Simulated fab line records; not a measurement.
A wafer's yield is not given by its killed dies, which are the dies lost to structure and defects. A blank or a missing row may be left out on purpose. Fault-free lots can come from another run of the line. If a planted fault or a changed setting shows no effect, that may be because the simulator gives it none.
Chamber matching | flow sky130 | SKY_VIA3_ETCH_15 on rie diel-02 has 4 sister chambers
The step etches SiO2 in C4F8/O2/Ar, stops on TiN, target depth 507 nm, time 78 s. 20 wafers are shown with their chamber, then 10 later ones without.

WAFERS PAIRED WITH THEIR CHAMBERS
wafer  | chamber | oes product au (a.u.)
L075.1 | 3       | 0.946
L075.3 | 1       | 0.953
L075.5 | 2       | 0.946
L078.2 | 2       | 0.949
L078.3 | 1       | 0.944
L078.4 | 0       | 0.947
L079.2 | 1       | 0.950
L079.4 | 0       | 0.950
L079.5 | 1       | 0.943
L080.2 | 2       | 0.947
L080.3 | 1       | 0.949
L080.4 | 0       | 0.944
L081.2 | 1       | 0.949
L081.3 | 0       | 0.944
L081.6 | 2       | 0.946
L085.1 | 3       | 0.949
L085.4 | 2       | 0.947
L085.6 | 0       | 0.937
L086.1 | 2       | 0.946
L086.2 | 3       | 0.947

SIGNATURES, as means of the wafers listed above
reading        | chamber 0 | chamber 1 | chamber 2 | chamber 3 | scatter within a chamber
oes product au | 0.94440   | 0.94800   | 0.94683   | 0.94733   | 0.00332
Rule: a wafer lies at a distance from a chamber equal to the root of the sum of squares, over the readings, of (its reading less the chamber's mean, divided by the reading's scatter). The wafer belongs to the nearest chamber; if the next one is less than 2 further off, it can't be placed. The scatter is the square root of a quotient: the sum, over the shown wafers, of each reading's squared deviation from its chamber's mean, divided by wafers minus chambers.

WAFERS WHOSE CHAMBER IS MISSING
wafer  | oes product au (a.u.)
L086.6 | 0.946
L090.1 | 0.952
L090.3 | 0.949
L090.5 | 0.945
L096.1 | 0.944
L096.2 | 0.947
L096.3 | 0.943
L097.1 | 0.948
L097.2 | 0.942
L097.5 | 0.945

WHICH CHAMBER EACH WENT THROUGH
wafer  | from the rows above               | in truth
L086.6 | can't be placed: 2 or 3 or 0 or 1 | 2
L090.1 | can't be placed: 1 or 3 or 2 or 0 | 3
L090.3 | can't be placed: 1 or 3 or 2 or 0 | 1
L090.5 | can't be placed: 0 or 2 or 3 or 1 | 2
L096.1 | can't be placed: 0 or 2 or 3 or 1 | 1
L096.2 | can't be placed: 2 or 3 or 1 or 0 | 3
L096.3 | can't be placed: 0 or 2 or 3 or 1 | 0
L097.1 | can't be placed: 1 or 3 or 2 or 0 | 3
L097.2 | can't be placed: 0 or 2 or 3 or 1 | 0
L097.5 | can't be placed: 0 or 2 or 3 or 1 | 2
Correctly placed: 0 of 10. Unplaceable from these rows: 10, with the true chamber sitting among the candidates in 10. 0 placed wrongly.
